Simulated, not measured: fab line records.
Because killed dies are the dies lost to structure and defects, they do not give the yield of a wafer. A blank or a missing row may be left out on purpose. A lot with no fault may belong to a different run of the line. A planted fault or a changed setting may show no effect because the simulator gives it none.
What tool caused it?    flow gf180mcu    33 wafers from 11 lots sampled at 4 of the route's 602 steps

## WHAT THE GAUGES SHOWED, per wafer
GF_V1_THK_MEAS_03. Usual: for V1_CVD_02_THK the level is 846 nm and the standard deviation is 10.
lot   measured      on            V1_CVD_02_THK (nm)       flag
L424  day 17 02:41  filmMetro-04  834 850 848              
L425  day 17 07:10  filmMetro-02  845 850 856              
L427  day 18 10:02  filmMetro-03  850 835 846              
L428  day 18 15:01  filmMetro-02  835 841 837              
L429  day 19 00:27  filmMetro-04  858 870 861              
L431  day 19 16:34  filmMetro-03  854 402 862 854 402 862  OFF
L441  day 23 08:18  filmMetro-03  852 828 847              
L443  day 23 23:04  filmMetro-03  838 828 853              
L444  day 24 14:42  filmMetro-03  829 840 850              
L446  day 24 22:17  filmMetro-04  818 832 844              
L447  day 25 02:15  filmMetro-03  847 842 853              

## EACH LOT AND THE TOOL THAT RAN IT (in order: tool; ch and the chambers of the sampled wafers; start)
lot   GF_M1_SPUTTER_00             GF_M1_SPUTTER_01             GF_V1_CVD_02
L424  pvdSputter-04, day 16 03:10  pvdSputter-04, day 16 03:16  pecvd-03 ch 0,2, day 17 02:36
L425  pvdSputter-04, day 16 07:44  pvdSputter-04, day 16 07:50  pecvd-01 ch 1,2, day 17 07:05
L427  pvdSputter-01, day 17 09:14  pvdSputter-01, day 17 09:20  pecvd-03 ch 0,1,2, day 18 09:58
L428  pvdSputter-01, day 17 14:02  pvdSputter-01, day 17 14:08  pecvd-03 ch 0,1,2, day 18 14:57
L429  pvdSputter-02, day 17 23:50  pvdSputter-02, day 17 23:56  pecvd-03 ch 0,2, day 19 00:22
L431  pvdSputter-02, day 18 14:57  pvdSputter-02, day 18 15:03  pecvd-03 ch 0,1,2, day 19 16:30
L441  pvdSputter-04, day 22 07:44  pvdSputter-04, day 22 07:50  pecvd-03 ch 1,2, day 23 08:14
L443  pvdSputter-04, day 22 22:50  pvdSputter-04, day 22 22:56  pecvd-03 ch 0,1,2, day 23 23:00
L444  pvdSputter-02, day 23 14:44  pvdSputter-02, day 23 14:50  pecvd-03 ch 0,1,2, day 24 14:37
L446  pvdSputter-02, day 23 23:20  pvdSputter-02, day 23 23:26  pecvd-03 ch 0,1, day 24 22:13
L447  pvdSputter-02, day 24 03:02  pvdSputter-02, day 24 03:08  pecvd-01 ch 0,2, day 25 02:10
- GF_M1_SPUTTER_00: material Ti, target thk 37.5 nm, time 150 s.
- GF_M1_SPUTTER_01: material TiN, target thk 30 nm, time 25 s.
- GF_V1_CVD_02: deposits SiO2 from TEOS, target thk 850 nm, time 94.851 s.

## WHAT THE TOOLS THEMSELVES READ (means of the sampled wafers that have a number; where no wafer has one, the mark that the record gives instead)
GF_M1_SPUTTER_00. Usual: throttleValvePct at 30.3 %, with a standard deviation of 0.84.
lot   tool           throttleValvePct (%)  flag
L424  pvdSputter-04  29.6                  
L425  pvdSputter-04  30.2                  
L427  pvdSputter-01  30.5                  
L428  pvdSputter-01  30.5                  
L429  pvdSputter-02  30.8                  
L431  pvdSputter-02  30.1                  
L441  pvdSputter-04  30.0                  
L443  pvdSputter-04  30.1                  
L444  pvdSputter-02  30.0                  
L446  pvdSputter-02  30.6                  
L447  pvdSputter-02  31.3                  

GF_M1_SPUTTER_01. Usual: throttleValvePct at 30.3 %, with a standard deviation of 0.82.
lot   tool           throttleValvePct (%)  flag
L424  pvdSputter-04  29.7                  
L425  pvdSputter-04  30.3                  
L427  pvdSputter-01  30.5                  
L428  pvdSputter-01  30.6                  
L429  pvdSputter-02  30.9                  
L431  pvdSputter-02  30.1                  
L441  pvdSputter-04  30.0                  
L443  pvdSputter-04  30.3                  
L444  pvdSputter-02  30.0                  
L446  pvdSputter-02  30.6                  
L447  pvdSputter-02  31.2                  

GF_V1_CVD_02. Usual: heaterPowerW 647 W, standard deviation 110; runLengthS 123.1 s, standard deviation 0.66.
lot   tool      heaterPowerW (W)  runLengthS (s)  flag
L424  pecvd-03  537               122.5           
L425  pecvd-01  656               123.2           
L427  pecvd-03  622               123.3           
L428  pecvd-03  596               122.8           
L429  pecvd-03  531               122.6           
L431  pecvd-03  661               106.3           OFF
L441  pecvd-03  734               123.5           
L443  pecvd-03  643               122.9           
L444  pecvd-03  585               122.9           
L446  pecvd-03  602               123.3           
L447  pecvd-01  817               123.2           

## THE ANSWER, worked out from the rows above alone
Rule: a lot counts as off when the mean over its wafers that have a number is more than 3 standard deviations away from the usual mean. A lot without any number at a reading at which 4 lots or more have one is off too. The other lots that the step has rows for count as sound. First the gauges in route order, then the tools' own readings, where a lot's mean is used as printed above. At the first step where some lot is off, the reading lying furthest off is the one used; lots without a number count as furthest.
Off: L431, at GF_V1_THK_MEAS_03 (V1_CVD_02_THK).
If a tool, at a process step before that reading, ran all the lots that are off and no sound lot after the first of them, it fits. The gauges at GF_V1_THK_MEAS_03 aren't tried: what is off there is off at GF_V1_CVD_02 too, on other tools, and a gauge's error can't cause that. None of those tried fits.

## WHAT HAD BEEN PUT IN BY THE SIMULATOR
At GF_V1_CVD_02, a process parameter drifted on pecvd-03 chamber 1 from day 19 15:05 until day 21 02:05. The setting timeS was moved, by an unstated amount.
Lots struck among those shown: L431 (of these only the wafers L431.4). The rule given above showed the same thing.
